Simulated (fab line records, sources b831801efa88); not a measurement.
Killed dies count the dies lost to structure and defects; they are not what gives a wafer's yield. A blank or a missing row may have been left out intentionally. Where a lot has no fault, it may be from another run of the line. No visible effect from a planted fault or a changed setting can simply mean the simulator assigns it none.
Which tool is to blame? / flow sfqLine / at 1 step of a route of 325, 15 lots with 45 wafers sampled

== WHAT EACH GAUGE READ, for each wafer ==
Not one reading of a measure or inspect step in the record can be checked against a usual standard deviation.

== WHAT TOOL EACH LOT RAN ON (gives the tool, then ch and the chambers of the sampled wafers, and finally the start) ==
lot=L823; SFQ_TRILAYER_M8_LITHO_EXPOSE_194=krfScanner-01 ch 0, day 76 03:33
lot=L827; SFQ_TRILAYER_M8_LITHO_EXPOSE_194=krfScanner-01 ch 0, day 77 16:10
lot=L828; SFQ_TRILAYER_M8_LITHO_EXPOSE_194=krfScanner-01 ch 0, day 77 17:34
lot=L829; SFQ_TRILAYER_M8_LITHO_EXPOSE_194=krfScanner-01 ch 0, day 77 18:46
lot=L830; SFQ_TRILAYER_M8_LITHO_EXPOSE_194=krfScanner-01 ch 0, day 78 00:34
lot=L831; SFQ_TRILAYER_M8_LITHO_EXPOSE_194=krfScanner-01 ch 0, day 78 01:58
lot=L832; SFQ_TRILAYER_M8_LITHO_EXPOSE_194=krfScanner-01 ch 0, day 78 04:10
lot=L833; SFQ_TRILAYER_M8_LITHO_EXPOSE_194=krfScanner-01 ch 0, day 78 05:22
lot=L836; SFQ_TRILAYER_M8_LITHO_EXPOSE_194=krfScanner-01 ch 0, day 78 14:10
lot=L837; SFQ_TRILAYER_M8_LITHO_EXPOSE_194=krfScanner-01, day 78 17:34
lot=L838; SFQ_TRILAYER_M8_LITHO_EXPOSE_194=krfScanner-01, day 78 18:58
lot=L839; SFQ_TRILAYER_M8_LITHO_EXPOSE_194=krfScanner-01, day 78 23:43
lot=L842; SFQ_TRILAYER_M8_LITHO_EXPOSE_194=krfScanner-01 ch 0, day 80 13:37
lot=L843; SFQ_TRILAYER_M8_LITHO_EXPOSE_194=krfScanner-01 ch 0, day 80 15:01
lot=L845; SFQ_TRILAYER_M8_LITHO_EXPOSE_194=krfScanner-01 ch 0, day 80 17:13
- SFQ_TRILAYER_M8_LITHO_EXPOSE_194: exposes mask M8, target cd 2000 nm.

== AS READ BY THE TOOLS THEMSELVES (means over the sampled wafers that have a number; for cases with no such wafer, the mark the record gives instead) ==
SFQ_TRILAYER_M8_LITHO_EXPOSE_194.
lot=L823; tool=krfScanner-01; exposureDoseMJCm2=14.397; focusOffsetNm (nm)=-0.0
lot=L827; tool=krfScanner-01; exposureDoseMJCm2=14.401; focusOffsetNm (nm)=0.2
lot=L828; tool=krfScanner-01; exposureDoseMJCm2=14.389; focusOffsetNm (nm)=0.2
lot=L829; tool=krfScanner-01; exposureDoseMJCm2=14.415; focusOffsetNm (nm)=-0.3
lot=L830; tool=krfScanner-01; exposureDoseMJCm2=14.384; focusOffsetNm (nm)=-0.0
lot=L831; tool=krfScanner-01; exposureDoseMJCm2=14.406; focusOffsetNm (nm)=0.3
lot=L832; tool=krfScanner-01; exposureDoseMJCm2=14.405; focusOffsetNm (nm)=0.3
lot=L833; tool=krfScanner-01; exposureDoseMJCm2=14.401; focusOffsetNm (nm)=-0.4
lot=L836; tool=krfScanner-01; exposureDoseMJCm2=14.394; focusOffsetNm (nm)=-0.4
lot=L837; tool=krfScanner-01; exposureDoseMJCm2=-; focusOffsetNm (nm)=-
lot=L838; tool=krfScanner-01; exposureDoseMJCm2=-; focusOffsetNm (nm)=-
lot=L839; tool=krfScanner-01; exposureDoseMJCm2=-; focusOffsetNm (nm)=-
lot=L842; tool=krfScanner-01; exposureDoseMJCm2=14.378; focusOffsetNm (nm)=0.4
lot=L843; tool=krfScanner-01; exposureDoseMJCm2=14.397; focusOffsetNm (nm)=-0.6
lot=L845; tool=krfScanner-01; exposureDoseMJCm2=14.405; focusOffsetNm (nm)=-0.3

== THE ANSWER, worked out from the rows above alone ==
Rule: what is usual is taken from the lots themselves. The widest of any qualifying gaps counts: lots, ordered by their means at a reading, are off when they make up no more than a third of the lots, leave a main group of 4 or more, and stand apart from it by 3 or more times the standard deviation of that group's means. A main group whose means are all the same, to the digits that the tables above print for the reading, isn't used. Also off: a lot with no number at a reading for which 4 or more lots have one. The other lots that the step has rows for count as sound. After the gauges, taken in route order, come the tools' own readings; for these a lot's mean is taken, as printed above. At the first step where some lot is off, the reading lying furthest off is the one used; lots without a number count as furthest.
Off: L837, L838, L839, at SFQ_TRILAYER_M8_LITHO_EXPOSE_194 (exposureDoseMJCm2). Without a number there: L837, L838, L839. The main group: mean 14.398, standard deviation 0.0098.
A tool fits if, at that step or a process step before it, it ran every lot that is off, and no sound lot after the first of them. Not one of the candidates tried fits.

== WHAT WAS PUT IN BY THE SIMULATOR ==
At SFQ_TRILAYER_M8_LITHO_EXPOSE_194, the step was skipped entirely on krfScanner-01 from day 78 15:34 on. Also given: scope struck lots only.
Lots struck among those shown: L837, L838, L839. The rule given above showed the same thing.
